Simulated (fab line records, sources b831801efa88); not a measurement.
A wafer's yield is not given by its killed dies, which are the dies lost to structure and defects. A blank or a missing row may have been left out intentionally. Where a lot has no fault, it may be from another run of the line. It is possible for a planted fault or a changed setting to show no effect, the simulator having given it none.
2 desks, one fault -- flow gf180mcu -- what lay behind the numbers comes last; until then each desk has only its own

== METROLOGY DESK ==
Means of the sampled wafers that have a number, per lot and without regard to the tool the lot ran on: this is what the gauges read. Marked OUT: a lot whose mean sits more than 4 standard deviations from the usual mean, which makes it out of limits; the brackets give that distance.
Columns: A = M5_OVL at GF_M5_OVL_MEAS_08, usual -1 nm
lot,first seen here,A
L668,day 27 08:10,-2
L669,day 27 13:02,-1
L671,day 28 08:28,-14
L674,day 29 06:19,2
L682,day 31 10:52,0
L683,day 31 19:13,-4
L684,day 31 23:14,-2
L685,day 32 05:01,2
L686,day 32 09:29,5
L687,day 32 13:13,-1
L688,day 32 18:49,-3
This desk's finding: nothing out of limits on any of the 11 lots.

== FOR THE TOOL OWNER'S DESK: rie_metal-02 ==
The tool's own readings at GF_M5_METAL_ETCH_10 (etches the open film in Cl2/BCl3, stops on SiO2, target depth 627.5 nm, time 104.6 s): means of the sampled wafers that have a number, for each lot that ran on this tool. Marked OUT: a lot whose mean sits more than 4 standard deviations from the usual mean, which makes it out of limits; the brackets give that distance.
Columns: A = drypump_motor_current_A at GF_M5_METAL_ETCH_10, usual 5.69 A; B = oes_product_au at GF_M5_METAL_ETCH_10, usual 0.972 a.u.; C = throttle_valve_pct at GF_M5_METAL_ETCH_10, usual 28.252 %
lot,first seen here,A,B,C
L668,day 27 08:14,5.48,0.975,28.251
L669,day 27 13:07,5.48,0.971,28.259
L671,day 28 08:31,5.47,0.976,28.245
L674,day 29 06:23,5.47,0.965,28.256
L683,day 31 19:16,5.48,0.972,28.265
L686,day 32 09:34,5.49,0.969,28.252
L688,day 32 18:53,5.73,0.968,28.262
This desk's finding: nothing out of limits on any of the 7 lots.

== ALL TOGETHER ==
At the metrology desk, nothing out of limits was observed.
The tool owner's desk saw nothing out of limits.

== WHAT THE SIMULATOR HAD PUT IN ==
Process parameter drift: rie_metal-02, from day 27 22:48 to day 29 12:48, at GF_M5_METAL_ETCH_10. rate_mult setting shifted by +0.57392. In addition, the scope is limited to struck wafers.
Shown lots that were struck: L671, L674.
